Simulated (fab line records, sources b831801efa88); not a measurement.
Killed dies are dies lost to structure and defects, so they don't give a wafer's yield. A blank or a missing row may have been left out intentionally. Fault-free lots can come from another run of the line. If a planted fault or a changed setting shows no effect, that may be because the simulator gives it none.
Comparing a struck lot with a sound one + flow sky130 + 16 steps out of a route of 708
Sound: these wafers, L461.1, L461.4, L461.5. Struck: wafer L454.1. At the end, the cause is stated.
Per side, at each step with rows, come the tool, then ch with its chambers, and then its first start. Under that, the readings that differ: sound wafers + struck wafers + difference of the means + sigmas: that difference in standard deviations of wafers without a fault.
alike: readings whose means differ by less than 2 such deviations, and words and numbers that are the same on both sides. not compared: withheld readings, readings that some wafer has no value for, bounds like >300 that may hide the same value, and numbers for which the record gives no deviation and whose values overlap.
Wherever a step has rows on one side only, a row that says differs or no value, or a row with sigmas, the two part there. Numbers that have no deviation but don't overlap get no sigmas and don't part them. Lack of a reading on every wafer of one side parts them only where that side has two or more wafers.

first, 1 step without rows for these wafers: SKY_VIA4_HDPCVD_00 (deposits SiO2, target thk 1750 nm, time 291.7 s).
SKY_VIA4_THK_MEAS_01:
  sound on film metro-04 at day 45 18:17; struck on film metro-01 at day 44 03:01
  alike: VIA4_HDPCVD_THK
SKY_VIA4_CMP_02: polishes SiO2.
  sound on cmp-01 ch 0,2,3, day 45 18:37; struck on cmp-01 ch 0, day 44 03:08
  alike: motor current A
SKY_VIA4_BOW_MEAS_03:
  sound on film metro-01 at day 45 18:52; struck on film metro-04 at day 44 03:23
  alike: VIA4_BOW
then, 7 steps without rows for these wafers: SKY_VIA4_DEHYDRATE_04 (time 60 s); SKY_VIA4_HMDS_05 (prime time 60 s); SKY_VIA4_COAT_06 (resist thk 1140 nm); SKY_VIA4_SOFTBAKE_07 (time 60 s); SKY_VIA4_EXPOSE_08 (exposes mask VIM4, target cd 800 nm); SKY_VIA4_PEB_09; SKY_VIA4_DEVELOP_10 (develop time 60 s).
SKY_VIA4_OVL_MEAS_11:
  sound on overlay-02 at day 46 16:25; struck on overlay-01 at day 45 00:54
  alike: VIA4_OVL
SKY_VIA4_ETCH_12: etches SiO2 in C4F8/O2/Ar, stops on TiN, target depth 580 nm.
  sound on rie diel-02 ch 0,1,3, day 46 16:26; struck on rie diel-04 ch 2, day 45 00:56
| reading                                   | sound          | struck | difference | sigmas |
|-------------------------------------------|----------------|--------|------------|--------|
| rf fwd power W (W)                        | 1480 1489 1477 | 1249   | -233       | -46    |
| model.NOVOLAK_of_VIA4_COAT_06.thk nm (nm) | 1020 1013 1008 | 1024   | +10        |        |
  alike: oes product au
SKY_VIA4_STRIP_13: strips in O2/N2.
  sound on plasma asher-03 ch 0,1, day 46 16:31; struck on plasma asher-04 ch 0, day 45 01:01
| reading                      | sound             | struck | difference | sigmas |
|------------------------------|-------------------|--------|------------|--------|
| strip time to endpoint s (s) | 12.91 12.83 12.78 | 12.96  | +0.12      | +3     |
  alike: drypump motor current A, oes product au
  not compared: rf hours counter h
then, 1 step without rows for these wafers: SKY_VIA4_STRIP_14 (strips in post etch residue remover, time 1200 s).
-- the record jumps here: 3 days lie between the struck wafers' starts before and after (it left off in module VIA4 and takes up again in module PAD_OPEN, whose first step shown is number 708 of the route) --
SKY_PAD_OPEN_PROBE_99:
  sound on prober-01 at day 49 07:55; struck on prober-02 at day 48 00:55
| reading                                   | sound                   | struck                   | difference                   | sigmas |
|-------------------------------------------|-------------------------|--------------------------|------------------------------|--------|
| hold                                      | - - -                   | await dispo/4.4h/release | no value on the sound wafers |        |
| model.etest.pfet g5v0d10v5.r on ohm um    | 4797 4727 4917          | 4656                     | -158                         |        |
| model.etest.tip_p_5v.rs ohm sq            | 2865 2861 2871          | 2821                     | -45                          |        |
| model.etest.pfet_01v8_lvt.drive ua um     | 175.6 174.6 175.4       | 183.7                    | +8.5                         |        |
| model.etest.pfet g5v0d10v5.off log10 a um | -12.87 -12.41 -12.64    | -11.51                   | +1.13                        |        |
| model.etest.pfet_01v8_lvt.off log10 a um  | -8.632 -8.741 -9.054    | -8.125                   | +0.684                       |        |
| model.etest.via4 chain.rc ohm             | 0.7867 0.8439 0.8236    | 1.018                    | +0.200                       |        |
| model.etest.pfet g5v0d10v5.vt sat v (V)   | -0.6475 -0.6197 -0.6676 | -0.5343                  | +0.1106                      |        |
| model.etest.pfet_16v.vt v (V)             | -1.102 -1.103 -1.102    | -1.003                   | +0.099                       |        |

## WHERE THEY PART
At SKY_VIA4_ETCH_12 first; at SKY_PAD_OPEN_PROBE_99 last (within this record only).

WHY: what had been put in by the simulator
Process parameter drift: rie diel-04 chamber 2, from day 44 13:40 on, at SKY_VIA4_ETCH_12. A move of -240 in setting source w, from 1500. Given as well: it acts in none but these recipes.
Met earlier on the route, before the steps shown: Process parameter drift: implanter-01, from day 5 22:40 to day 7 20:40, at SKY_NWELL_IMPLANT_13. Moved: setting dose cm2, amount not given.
